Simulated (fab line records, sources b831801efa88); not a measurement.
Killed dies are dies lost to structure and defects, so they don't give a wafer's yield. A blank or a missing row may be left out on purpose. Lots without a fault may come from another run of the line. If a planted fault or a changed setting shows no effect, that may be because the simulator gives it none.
Which of the tools did it? / flow sky130 / Sampling: 24 lots, 72 wafers, 4 of 708 route steps

## WHAT THE GAUGES READ, wafer by wafer
SKY_VIA3_CD_MEAS_12: the cd target is 200 nm. Usual: cdNm 200.0 nm, standard deviation 1.5.
lot=L074; measured=day 39 13:17; on=cdSem-01; cdNm (nm)=202.4 203.5 202.7; flag=
lot=L075; measured=day 39 18:38; on=cdSem-02; cdNm (nm)=199.1 198.2 197.4; flag=
lot=L076; measured=day 40 13:05; on=cdSem-02; cdNm (nm)=200.2 201.4 201.7; flag=
lot=L077; measured=day 40 15:43; on=cdSem-01; cdNm (nm)=201.1 201.7 200.6; flag=
lot=L078; measured=day 41 20:02; on=cdSem-02; cdNm (nm)=198.4 199.8 199.2; flag=
lot=L079; measured=day 42 01:10; on=cdSem-01; cdNm (nm)=198.4 198.2 198.4; flag=
lot=L080; measured=day 41 23:08; on=cdSem-01; cdNm (nm)=200.9 201.3 201.7; flag=
lot=L081; measured=day 41 21:24; on=cdSem-02; cdNm (nm)=199.2 199.0 199.9; flag=
lot=L082; measured=day 42 01:29; on=cdSem-02; cdNm (nm)=200.2 201.6 198.6; flag=
lot=L083; measured=day 42 07:29; on=cdSem-02; cdNm (nm)=199.3 200.1 200.4; flag=
lot=L084; measured=day 43 00:45; on=cdSem-02; cdNm (nm)=199.3 200.6 201.3; flag=
lot=L085; measured=day 42 22:23; on=cdSem-01; cdNm (nm)=198.4 198.8 199.9; flag=
lot=L086; measured=day 43 01:53; on=cdSem-02; cdNm (nm)=199.3 199.7 200.4; flag=
lot=L087; measured=day 43 08:12; on=cdSem-02; cdNm (nm)=200.7 200.6 201.4; flag=
lot=L088; measured=day 43 10:38; on=cdSem-02; cdNm (nm)=197.3 199.0 198.5; flag=
lot=L089; measured=day 43 19:11; on=cdSem-02; cdNm (nm)=197.4 198.8 198.0; flag=
lot=L090; measured=day 44 04:33; on=cdSem-01; cdNm (nm)=198.7 200.4 199.1; flag=
lot=L091; measured=day 44 08:48; on=cdSem-01; cdNm (nm)=200.0 200.1 200.3; flag=
lot=L092; measured=day 44 17:39; on=cdSem-01; cdNm (nm)=199.5 200.1 199.9; flag=
lot=L093; measured=day 44 23:23; on=cdSem-01; cdNm (nm)=202.1 201.3 201.3; flag=
lot=L094; measured=day 45 01:32; on=cdSem-02; cdNm (nm)=203.2 202.5 203.1; flag=
lot=L095; measured=day 45 04:05; on=cdSem-02; cdNm (nm)=197.7 198.3 198.4; flag=
lot=L096; measured=day 45 13:17; on=cdSem-01; cdNm (nm)=198.4 199.0 199.6; flag=
lot=L097; measured=day 45 18:56; on=cdSem-01; cdNm (nm)=202.0 201.7 201.5; flag=

SKY_METAL4_CD_MEAS_13: the cd target is 300 nm. Usual: cdNm 300.0 nm, standard deviation 1.2.
lot=L074; measured=day 41 16:01; on=cdSem-01; cdNm (nm)=300.4 299.3 300.8; flag=
lot=L075; measured=day 41 21:34; on=cdSem-01; cdNm (nm)=301.2 299.8 300.1; flag=
lot=L076; measured=day 42 15:19; on=cdSem-02; cdNm (nm)=302.6 302.9 301.7; flag=
lot=L077; measured=day 42 17:34; on=cdSem-01; cdNm (nm)=298.1 298.4 299.4; flag=
lot=L078; measured=day 43 20:25; on=cdSem-02; cdNm (nm)=299.7 299.2 300.5; flag=
lot=L079; measured=day 44 00:46; on=cdSem-02; cdNm (nm)=298.5 299.6 298.6; flag=
lot=L080; measured=day 43 23:26; on=cdSem-01; cdNm (nm)=300.0 301.3 300.1; flag=
lot=L081; measured=day 43 22:26; on=cdSem-02; cdNm (nm)=300.7 299.6 301.9; flag=
lot=L082; measured=day 44 02:22; on=cdSem-01; cdNm (nm)=298.9 299.7 299.7; flag=
lot=L083; measured=day 44 06:59; on=cdSem-01; cdNm (nm)=299.4 298.7 298.4; flag=
lot=L084; measured=day 44 23:35; on=cdSem-02; cdNm (nm)=300.0 300.3 300.5; flag=
lot=L085; measured=day 44 21:47; on=cdSem-02; cdNm (nm)=300.2 299.6 300.8; flag=
lot=L086; measured=day 45 01:28; on=cdSem-01; cdNm (nm)=301.2 301.9 301.8; flag=
lot=L087; measured=day 45 06:58; on=cdSem-01; cdNm (nm)=299.0 299.2 297.0; flag=
lot=L088; measured=day 45 08:19; on=cdSem-01; cdNm (nm)=299.4 300.5 300.7; flag=
lot=L089; measured=day 45 16:32; on=cdSem-01; cdNm (nm)=299.6 300.2 300.7; flag=
lot=L090; measured=day 46 01:25; on=cdSem-01; cdNm (nm)=298.9 299.3 298.2; flag=
lot=L091; measured=day 46 05:35; on=cdSem-01; cdNm (nm)=300.1 299.7 300.8; flag=
lot=L092; measured=day 46 13:41; on=cdSem-02; cdNm (nm)=300.4 299.2 300.4; flag=
lot=L093; measured=day 46 19:38; on=cdSem-01; cdNm (nm)=303.2 303.4 302.3; flag=
lot=L094; measured=day 46 21:53; on=cdSem-02; cdNm (nm)=299.6 299.2 299.4; flag=
lot=L095; measured=day 46 23:20; on=cdSem-01; cdNm (nm)=298.6 299.9 300.1; flag=
lot=L096; measured=day 47 08:47; on=cdSem-02; cdNm (nm)=298.7 299.5 298.7; flag=
lot=L097; measured=day 47 14:23; on=cdSem-02; cdNm (nm)=299.7 299.9 301.0; flag=

## TOOL THAT RAN EACH LOT (tool first, then ch and the chambers of the sampled wafers, then the start)
lot=L074; SKY_FIELD_ISO_ETCH_15=rieDiel-02 ch 0,1,3, day 2 04:36; SKY_METAL4_SPUTTER_04=pvdSputter-02, day 39 14:55
lot=L075; SKY_FIELD_ISO_ETCH_15=rieDiel-01 ch 0,1,3, day 2 09:24; SKY_METAL4_SPUTTER_04=pvdSputter-03, day 39 20:17
lot=L076; SKY_FIELD_ISO_ETCH_15=rieDiel-01 ch 1,2,3, day 2 18:15; SKY_METAL4_SPUTTER_04=pvdSputter-03, day 40 14:45
lot=L077; SKY_FIELD_ISO_ETCH_15=rieDiel-04 ch 0,1,2, day 2 20:45; SKY_METAL4_SPUTTER_04=pvdSputter-03, day 40 17:19
lot=L078; SKY_FIELD_ISO_ETCH_15=rieDiel-02 ch 0,2, day 3 01:30; SKY_METAL4_SPUTTER_04=pvdSputter-03, day 41 21:49
lot=L079; SKY_FIELD_ISO_ETCH_15=rieDiel-01 ch 1,2,3, day 3 06:28; SKY_METAL4_SPUTTER_04=pvdSputter-03, day 42 03:00
lot=L080; SKY_FIELD_ISO_ETCH_15=rieDiel-02 ch 1,2,3, day 3 11:42; SKY_METAL4_SPUTTER_04=pvdSputter-01, day 42 00:46
lot=L081; SKY_FIELD_ISO_ETCH_15=rieDiel-01 ch 0,3, day 3 16:21; SKY_METAL4_SPUTTER_04=pvdSputter-01, day 41 23:02
lot=L082; SKY_FIELD_ISO_ETCH_15=rieDiel-02 ch 0,2,3, day 4 00:12; SKY_METAL4_SPUTTER_04=pvdSputter-01, day 42 03:10
lot=L083; SKY_FIELD_ISO_ETCH_15=rieDiel-02 ch 1,2, day 4 05:55; SKY_METAL4_SPUTTER_04=pvdSputter-01, day 42 09:04
lot=L084; SKY_FIELD_ISO_ETCH_15=rieDiel-04 ch 1,2,3, day 4 09:48; SKY_METAL4_SPUTTER_04=pvdSputter-01, day 43 02:23
lot=L085; SKY_FIELD_ISO_ETCH_15=rieDiel-02 ch 0,2,3, day 4 14:51; SKY_METAL4_SPUTTER_04=pvdSputter-02, day 43 00:08
lot=L086; SKY_FIELD_ISO_ETCH_15=rieDiel-04 ch 0,3, day 4 19:31; SKY_METAL4_SPUTTER_04=pvdSputter-03, day 43 03:38
lot=L087; SKY_FIELD_ISO_ETCH_15=rieDiel-01 ch 1,2, day 5 00:12; SKY_METAL4_SPUTTER_04=pvdSputter-03, day 43 09:50
lot=L088; SKY_FIELD_ISO_ETCH_15=rieDiel-01 ch 0,3, day 5 04:51; SKY_METAL4_SPUTTER_04=pvdSputter-03, day 43 12:21
lot=L089; SKY_FIELD_ISO_ETCH_15=rieDiel-02 ch 1,2, day 5 12:21; SKY_METAL4_SPUTTER_04=pvdSputter-01, day 43 20:52
lot=L090; SKY_FIELD_ISO_ETCH_15=rieDiel-04 ch 2,3, day 5 17:45; SKY_METAL4_SPUTTER_04=pvdSputter-03, day 44 06:13
lot=L091; SKY_FIELD_ISO_ETCH_15=rieDiel-02 ch 0,1, day 5 22:39; SKY_METAL4_SPUTTER_04=pvdSputter-03, day 44 10:25
lot=L092; SKY_FIELD_ISO_ETCH_15=rieDiel-02 ch 0,1,2, day 6 02:42; SKY_METAL4_SPUTTER_04=pvdSputter-02, day 44 19:16
lot=L093; SKY_FIELD_ISO_ETCH_15=rieDiel-01 ch 0,1,2, day 6 07:21; SKY_METAL4_SPUTTER_04=pvdSputter-01, day 45 01:01
lot=L094; SKY_FIELD_ISO_ETCH_15=rieDiel-04 ch 0,1,3, day 6 13:30; SKY_METAL4_SPUTTER_04=pvdSputter-02, day 45 03:07
lot=L095; SKY_FIELD_ISO_ETCH_15=rieDiel-02 ch 0,1, day 6 19:21; SKY_METAL4_SPUTTER_04=pvdSputter-02, day 45 05:43
lot=L096; SKY_FIELD_ISO_ETCH_15=rieDiel-04 ch 0,1,3, day 6 23:00; SKY_METAL4_SPUTTER_04=pvdSputter-02, day 45 14:59
lot=L097; SKY_FIELD_ISO_ETCH_15=rieDiel-01 ch 0,1,3, day 7 05:03; SKY_METAL4_SPUTTER_04=pvdSputter-02, day 45 20:34
- SKY_FIELD_ISO_ETCH_15: etches the open film in CHF3/O2, stops on Si, target depth 180 nm, time 72 s.
- SKY_METAL4_SPUTTER_04: material TiN, target thk 70 nm, time 58.3 s.

## WHAT THE TOOLS THEMSELVES READ (means of the sampled wafers that have a number; where no wafer has one, the mark that the record gives instead)
SKY_FIELD_ISO_ETCH_15. Usual: drypumpMotorCurrentA 5.7 A, standard deviation 0.33; oesProductAu 0.944 a.u., standard deviation 0.0066; throttleValvePct 8.844 %, standard deviation 0.01.
lot=L074; tool=rieDiel-02; drypumpMotorCurrentA (A)=5.6; oesProductAu (a.u.)=0.952; throttleValvePct (%)=8.840; flag=
lot=L075; tool=rieDiel-01; drypumpMotorCurrentA (A)=5.7; oesProductAu (a.u.)=0.946; throttleValvePct (%)=8.840; flag=
lot=L076; tool=rieDiel-01; drypumpMotorCurrentA (A)=5.7; oesProductAu (a.u.)=0.939; throttleValvePct (%)=8.855; flag=
lot=L077; tool=rieDiel-04; drypumpMotorCurrentA (A)=6.1; oesProductAu (a.u.)=0.944; throttleValvePct (%)=8.844; flag=
lot=L078; tool=rieDiel-02; drypumpMotorCurrentA (A)=5.4; oesProductAu (a.u.)=0.937; throttleValvePct (%)=8.845; flag=
lot=L079; tool=rieDiel-01; drypumpMotorCurrentA (A)=5.7; oesProductAu (a.u.)=0.952; throttleValvePct (%)=8.848; flag=
lot=L080; tool=rieDiel-02; drypumpMotorCurrentA (A)=5.3; oesProductAu (a.u.)=0.948; throttleValvePct (%)=8.843; flag=
lot=L081; tool=rieDiel-01; drypumpMotorCurrentA (A)=5.8; oesProductAu (a.u.)=0.946; throttleValvePct (%)=8.844; flag=
lot=L082; tool=rieDiel-02; drypumpMotorCurrentA (A)=5.5; oesProductAu (a.u.)=0.952; throttleValvePct (%)=8.852; flag=
lot=L083; tool=rieDiel-02; drypumpMotorCurrentA (A)=5.3; oesProductAu (a.u.)=0.953; throttleValvePct (%)=8.847; flag=
lot=L084; tool=rieDiel-04; drypumpMotorCurrentA (A)=5.9; oesProductAu (a.u.)=0.949; throttleValvePct (%)=8.846; flag=
lot=L085; tool=rieDiel-02; drypumpMotorCurrentA (A)=5.5; oesProductAu (a.u.)=0.945; throttleValvePct (%)=8.837; flag=
lot=L086; tool=rieDiel-04; drypumpMotorCurrentA (A)=5.9; oesProductAu (a.u.)=0.955; throttleValvePct (%)=8.836; flag=
lot=L087; tool=rieDiel-01; drypumpMotorCurrentA (A)=5.6; oesProductAu (a.u.)=0.939; throttleValvePct (%)=8.845; flag=
lot=L088; tool=rieDiel-01; drypumpMotorCurrentA (A)=5.9; oesProductAu (a.u.)=0.936; throttleValvePct (%)=8.838; flag=
lot=L089; tool=rieDiel-02; drypumpMotorCurrentA (A)=5.2; oesProductAu (a.u.)=0.940; throttleValvePct (%)=8.854; flag=
lot=L090; tool=rieDiel-04; drypumpMotorCurrentA (A)=5.9; oesProductAu (a.u.)=0.937; throttleValvePct (%)=8.842; flag=
lot=L091; tool=rieDiel-02; drypumpMotorCurrentA (A)=5.7; oesProductAu (a.u.)=0.938; throttleValvePct (%)=8.838; flag=
lot=L092; tool=rieDiel-02; drypumpMotorCurrentA (A)=5.5; oesProductAu (a.u.)=0.934; throttleValvePct (%)=8.843; flag=
lot=L093; tool=rieDiel-01; drypumpMotorCurrentA (A)=5.6; oesProductAu (a.u.)=0.942; throttleValvePct (%)=8.849; flag=
lot=L094; tool=rieDiel-04; drypumpMotorCurrentA (A)=6.0; oesProductAu (a.u.)=0.945; throttleValvePct (%)=8.847; flag=
lot=L095; tool=rieDiel-02; drypumpMotorCurrentA (A)=5.7; oesProductAu (a.u.)=0.944; throttleValvePct (%)=8.851; flag=
lot=L096; tool=rieDiel-04; drypumpMotorCurrentA (A)=6.0; oesProductAu (a.u.)=0.942; throttleValvePct (%)=8.843; flag=
lot=L097; tool=rieDiel-01; drypumpMotorCurrentA (A)=5.7; oesProductAu (a.u.)=0.945; throttleValvePct (%)=8.843; flag=

SKY_METAL4_SPUTTER_04. Usual: throttleValvePct 30.2 %, standard deviation 0.7.
lot=L074; tool=pvdSputter-02; throttleValvePct (%)=29.7; flag=
lot=L075; tool=pvdSputter-03; throttleValvePct (%)=30.8; flag=
lot=L076; tool=pvdSputter-03; throttleValvePct (%)=30.6; flag=
lot=L077; tool=pvdSputter-03; throttleValvePct (%)=30.4; flag=
lot=L078; tool=pvdSputter-03; throttleValvePct (%)=30.2; flag=
lot=L079; tool=pvdSputter-03; throttleValvePct (%)=30.4; flag=
lot=L080; tool=pvdSputter-01; throttleValvePct (%)=29.7; flag=
lot=L081; tool=pvdSputter-01; throttleValvePct (%)=29.8; flag=
lot=L082; tool=pvdSputter-01; throttleValvePct (%)=30.4; flag=
lot=L083; tool=pvdSputter-01; throttleValvePct (%)=30.0; flag=
lot=L084; tool=pvdSputter-01; throttleValvePct (%)=29.8; flag=
lot=L085; tool=pvdSputter-02; throttleValvePct (%)=29.6; flag=
lot=L086; tool=pvdSputter-03; throttleValvePct (%)=30.4; flag=
lot=L087; tool=pvdSputter-03; throttleValvePct (%)=30.4; flag=
lot=L088; tool=pvdSputter-03; throttleValvePct (%)=30.5; flag=
lot=L089; tool=pvdSputter-01; throttleValvePct (%)=30.2; flag=
lot=L090; tool=pvdSputter-03; throttleValvePct (%)=30.5; flag=
lot=L091; tool=pvdSputter-03; throttleValvePct (%)=30.5; flag=
lot=L092; tool=pvdSputter-02; throttleValvePct (%)=29.7; flag=
lot=L093; tool=pvdSputter-01; throttleValvePct (%)=30.3; flag=
lot=L094; tool=pvdSputter-02; throttleValvePct (%)=29.8; flag=
lot=L095; tool=pvdSputter-02; throttleValvePct (%)=29.1; flag=
lot=L096; tool=pvdSputter-02; throttleValvePct (%)=30.1; flag=
lot=L097; tool=pvdSputter-02; throttleValvePct (%)=30.5; flag=

## THE ANSWER, worked out from the rows above alone
Rule: lot off if the mean of its wafers having a number is beyond 3 standard deviations from the usual mean. A lot without any number at a reading at which 4 lots or more have one is off too. Where the step has rows for the other lots, those lots are counted as sound. First the gauges in route order, then the tools' own readings, where a lot's mean is used as printed above. The first step at which some lot is off is used, and at that step the reading that is off furthest; a lot without a number counts as furthest.
None of the lots is off at any reading shown; this tells nothing.

## WHAT THE SIMULATOR PUT IN
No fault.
